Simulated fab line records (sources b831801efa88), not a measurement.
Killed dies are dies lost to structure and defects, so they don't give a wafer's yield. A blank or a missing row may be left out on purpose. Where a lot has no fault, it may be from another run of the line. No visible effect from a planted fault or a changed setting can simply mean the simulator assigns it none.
Chamber matching | flow gf180mcu | GF_CONTACT_CMP_04 on cmp-02 has 4 sister chambers
The step polishes SiO2. 20 wafers are shown with their chamber, then 10 later ones without.

## EACH WAFER AND ITS CHAMBER
wafer  | chamber | motor current A (A) | time to endpoint s (s)
L319.4 | 2       | 11.3                | 115
L319.5 | 1       | 12.7                | 106
L319.6 | 2       | 10.0                | 110
L321.1 | 1       | 13.5                | 102
L321.4 | 2       | 10.4                | 112
L321.5 | 0       | 13.1                | 128
L323.2 | 3       | 10.5                | 109
L323.3 | 2       | 10.3                | 110
L323.5 | 0       | 13.6                | 121
L325.1 | 1       | 12.3                | 104
L325.2 | 0       | 12.9                | 116
L325.3 | 3       | 10.2                | 107
L327.1 | 3       | 10.6                | 106
L327.3 | 0       | 12.6                | 109
L327.6 | 0       | 13.5                | 114
L328.2 | 3       | 10.4                | 102
L328.5 | 3       | 10.3                | 102
L328.6 | 0       | 13.0                | 113
L330.1 | 2       | 10.4                | 100
L330.4 | 3       | 10.8                | 104

SIGNATURES (averages over the wafers above)
reading            | chamber 0 | chamber 1 | chamber 2 | chamber 3 | scatter within a chamber
motor current A    | 13.117    | 12.833    | 10.480    | 10.467    | 0.406
time to endpoint s | 116.83    | 104.00    | 109.40    | 105.00    | 5.01
Rule: for each reading, subtract the chamber's mean from the wafer's reading, divide by that reading's scatter and square the result; add these up over the readings and take the root, which gives the wafer's distance from the chamber. If the next closest chamber is less than 2 further off than the closest, the wafer can't be placed; otherwise it belongs to the closest. How the scatter is found: for the shown wafers, subtract from each reading the mean of its chamber, square and add these, divide the total by (wafers less chambers), then take the root.

## WAFERS WHOSE CHAMBER IS MISSING
wafer  | motor current A (A) | time to endpoint s (s)
L330.6 | 10.2                | 100
L331.1 | 12.9                | 122
L331.2 | 10.3                | 108
L331.3 | 12.1                | 106
L332.1 | 10.3                | 102
L332.4 | 10.3                | 103
L335.2 | 12.1                | 101
L335.4 | 12.8                | 114
L336.1 | 11.0                | 99
L336.4 | 12.5                | 121

## WHICH CHAMBER EACH ONE RAN IN
wafer  | from the rows above     | in truth
L330.6 | can't be placed: 3 or 2 | 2
L331.1 | 0                       | 0
L331.2 | can't be placed: 2 or 3 | 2
L331.3 | can't be placed: 1 or 0 | 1
L332.1 | can't be placed: 3 or 2 | 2
L332.4 | can't be placed: 3 or 2 | 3
L335.2 | 1                       | 1
L335.4 | can't be placed: 0 or 1 | 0
L336.1 | can't be placed: 3 or 2 | 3
L336.4 | can't be placed: 0 or 1 | 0
Correctly placed: 2 of 10. Not placeable from these rows: 8 (in 8, the candidates include the true chamber). 0 placed wrongly.
